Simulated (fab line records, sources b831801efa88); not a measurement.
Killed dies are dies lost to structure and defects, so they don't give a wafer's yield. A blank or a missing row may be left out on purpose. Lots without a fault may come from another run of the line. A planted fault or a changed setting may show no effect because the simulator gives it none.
A struck lot beside a sound one | flow sky130 | 17 steps out of a route of 708
Sound: wafers L279.1, L279.2, L279.4. Struck: wafer L283.4. (L283.5, L283.6 of the same lot were not struck and are left out.) The cause comes at the end.
At each step with rows: each side's tool, then ch and its chambers, then its first start. Under that, the readings that differ: sound wafers | struck wafers | difference of the means | sigmas: that difference in standard deviations of wafers without a fault.
alike: readings whose means differ by less than 2 such deviations, and words and numbers that are the same on both sides. not compared: withheld readings, readings that some wafer has no value for, bounds like >300 that may hide the same value, and numbers for which the record gives no deviation and whose values overlap.
The two part at a step that has a row with sigmas, a row that says differs or no value, or rows on one side only. Numbers that don't overlap but have no deviation are shown without sigmas and don't part them. A reading that every wafer of one side lacks parts them only if that side has two wafers or more.

SKY_SPACER_THK_MEAS_01:
  sound on film_metro-04, day 24 02:28; struck on film_metro-02, day 25 21:04
  reading                | sound          | struck | difference | sigmas
  SPACER_CVD_00_THK (nm) | 42.7 42.6 42.8 | 44.0   | +1.3       | +3
SKY_SPACER_ETCHBACK_02: etches Si3N4 in CH3F/O2, stops on SiO2, time 46.7 s, target depth 45 nm.
  sound on rie_diel-01 ch 0,1,3, day 24 02:31; struck on rie_diel-03 ch 2, day 25 21:05
  reading                | sound | struck | difference | sigmas
  rf_hours_counter_h (h) | 3 5 8 | 2      | -3         |
  alike: ch3f_flow_sccm, drypump_motor_current_A, oes_product_au, throttle_valve_pct
then, 8 steps without rows for these wafers: SKY_POLY_CUT_DEHYDRATE_00 (time 60 s); SKY_POLY_CUT_HMDS_01 (prime time 60 s); SKY_POLY_CUT_COAT_02 (resist thk 60 nm); SKY_POLY_CUT_COAT_03 (resist thk 450 nm); SKY_POLY_CUT_SOFTBAKE_04 (time 90 s); SKY_POLY_CUT_EXPOSE_05 (exposes mask NPCM, target cd 270 nm); SKY_POLY_CUT_PEB_06; SKY_POLY_CUT_DEVELOP_07 (develop time 60 s).
SKY_POLY_CUT_CD_MEAS_08: target cd 270 nm.
  sound on cd_sem-02, day 25 08:50; struck on cd_sem-01, day 27 03:33
  alike: cd_nm
SKY_POLY_CUT_OVL_MEAS_09:
  sound on overlay-02, day 25 08:57; struck on overlay-02, day 27 03:37
  alike: POLY_CUT_OVL
SKY_POLY_CUT_ETCH_10: etches BARC in N2/H2, stops on SiO2, time 45.9 s, target depth 60 nm.
  sound on rie_diel-04 ch 0,1,3, day 25 08:59; struck on rie_diel-04 ch 0, day 27 03:38
  reading                                         | sound             | struck | difference | sigmas
  oes_product_au (a.u.)                           | 0.855 0.860 0.847 | 0.988  | +0.134     | +30
  run_length_s (s)                                | 73.9 74.7 74.4    | 61.9   | -12.4      | -23
  model.KrF-thick_of_POLY_CUT_COAT_03.thk_nm (nm) | 408.1 408.8 407   | 417.8  | +9.8       |
  model.etch.depth_nm (nm)                        | 60.38 60.25 60.12 | 57.04  | -3.21      |
  alike: drypump_motor_current_A, throttle_valve_pct
  not compared: rf_hours_counter_h
SKY_POLY_CUT_ETCH_11: etches Si3N4 in CF4/CH2F2/Ar, stops on poly-Si, time 42.5 s, target depth 60 nm.
  sound on rie_diel-04 ch 0,1,3, day 25 09:02; struck on rie_diel-04 ch 0, day 27 03:41
  reading            | sound             | struck | difference | sigmas
  mfc_ar_sccm (sccm) | 150.5 150.4 150.0 | 149.1  | -1.2       | -3
  alike: drypump_motor_current_A, oes_product_au, run_length_s, throttle_valve_pct
  not compared: rf_hours_counter_h
SKY_POLY_CUT_STRIP_12: strips in O2/N2.
  sound on plasma_asher-02 ch 0,1, day 25 09:04; struck on plasma_asher-04 ch 0, day 27 03:46
  reading                      | sound             | struck | difference | sigmas
  strip_time_to_endpoint_s (s) | 5.357 5.347 5.354 | 5.444  | +0.091     | +6
  alike: drypump_motor_current_A, oes_product_au
  not compared: rf_hours_counter_h
then, 1 step without rows for these wafers: SKY_SD_P_DEHYDRATE_00 (time 60 s).
-- the record jumps here: 21 days lie between the struck wafers' starts before and after (it left off in module SD_P and takes up again in module PAD_OPEN, whose first step shown is number 708 of the route) --
SKY_PAD_OPEN_PROBE_99:
  the record has rows for the struck wafers here (prober-02, day 47 22:58) and none for the sound ones

WHERE THEY PART
First at SKY_SPACER_THK_MEAS_01; last, within this record, at SKY_PAD_OPEN_PROBE_99.

WHY: what the simulator had put in
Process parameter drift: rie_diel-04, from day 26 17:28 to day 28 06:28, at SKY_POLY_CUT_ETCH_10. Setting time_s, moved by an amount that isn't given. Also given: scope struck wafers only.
